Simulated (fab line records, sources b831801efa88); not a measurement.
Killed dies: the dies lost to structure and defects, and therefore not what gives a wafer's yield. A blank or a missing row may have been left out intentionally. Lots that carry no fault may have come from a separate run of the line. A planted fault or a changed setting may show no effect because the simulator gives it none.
Matching of chambers || flow sky130 || SKY_CONTACT_CMP_27 on cmp-01: 4 sister chambers
The step polishes, stops on SiO2, t overpolish 15 s, target thk 0 nm. 7 wafers are shown with their chamber, then 8 later ones without.

EACH WAFER AND ITS CHAMBER
{"wafer": "L077.1", "chamber": 1, "motor_current_A (A)": 12.6, "time_to_endpoint_s (s)": 78}
{"wafer": "L080.1", "chamber": 3, "motor_current_A (A)": 9.4, "time_to_endpoint_s (s)": 85}
{"wafer": "L081.1", "chamber": 2, "motor_current_A (A)": 11.0, "time_to_endpoint_s (s)": 88}
{"wafer": "L092.1", "chamber": 2, "motor_current_A (A)": 10.9, "time_to_endpoint_s (s)": 85}
{"wafer": "L092.2", "chamber": 0, "motor_current_A (A)": 10.4, "time_to_endpoint_s (s)": 76}
{"wafer": "L092.3", "chamber": 3, "motor_current_A (A)": 8.6, "time_to_endpoint_s (s)": 82}
{"wafer": "L093.1", "chamber": 0, "motor_current_A (A)": 10.5, "time_to_endpoint_s (s)": 75}

WAFERS MISSING THEIR CHAMBER
{"wafer": "L093.3", "motor_current_A (A)": 12.4, "time_to_endpoint_s (s)": 83}
{"wafer": "L093.4", "motor_current_A (A)": 10.9, "time_to_endpoint_s (s)": 85}
{"wafer": "L095.1", "motor_current_A (A)": 10.8, "time_to_endpoint_s (s)": 84}
{"wafer": "L095.2", "motor_current_A (A)": 9.1, "time_to_endpoint_s (s)": 76}
{"wafer": "L095.5", "motor_current_A (A)": 10.4, "time_to_endpoint_s (s)": 86}
{"wafer": "L097.1", "motor_current_A (A)": 9.4, "time_to_endpoint_s (s)": 75}
{"wafer": "L097.5", "motor_current_A (A)": 13.2, "time_to_endpoint_s (s)": 76}
{"wafer": "L097.6", "motor_current_A (A)": 10.5, "time_to_endpoint_s (s)": 74}

CHAMBER TAKEN BY EACH
{"wafer": "L093.3", "from the rows above": "can't be placed: 1 or 2", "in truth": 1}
{"wafer": "L093.4", "from the rows above": 2, "in truth": 2}
{"wafer": "L095.1", "from the rows above": 2, "in truth": 2}
{"wafer": "L095.2", "from the rows above": "can't be placed: 0 or 3", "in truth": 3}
{"wafer": "L095.5", "from the rows above": 2, "in truth": 2}
{"wafer": "L097.1", "from the rows above": "can't be placed: 0 or 3", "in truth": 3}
{"wafer": "L097.5", "from the rows above": 1, "in truth": 1}
{"wafer": "L097.6", "from the rows above": 0, "in truth": 0}
Correct placement for 5 of the 8. Can't be placed from these rows: 3 (the true chamber is among the candidates in 3). 0 placed wrongly.
How it was worked out, from the rows above alone: a wafer's distance from a chamber is the root of the sum, over the readings, of the square of ((its reading less the chamber's mean) divided by the reading's scatter). If the next closest chamber is less than 2 further off than the closest, the wafer can't be placed; otherwise it belongs to the closest. The mean given for a chamber averages the wafers shown for that chamber. The scatter is the square root of a quotient: the sum, over the shown wafers, of each reading's squared deviation from its chamber's mean, divided by wafers minus chambers.
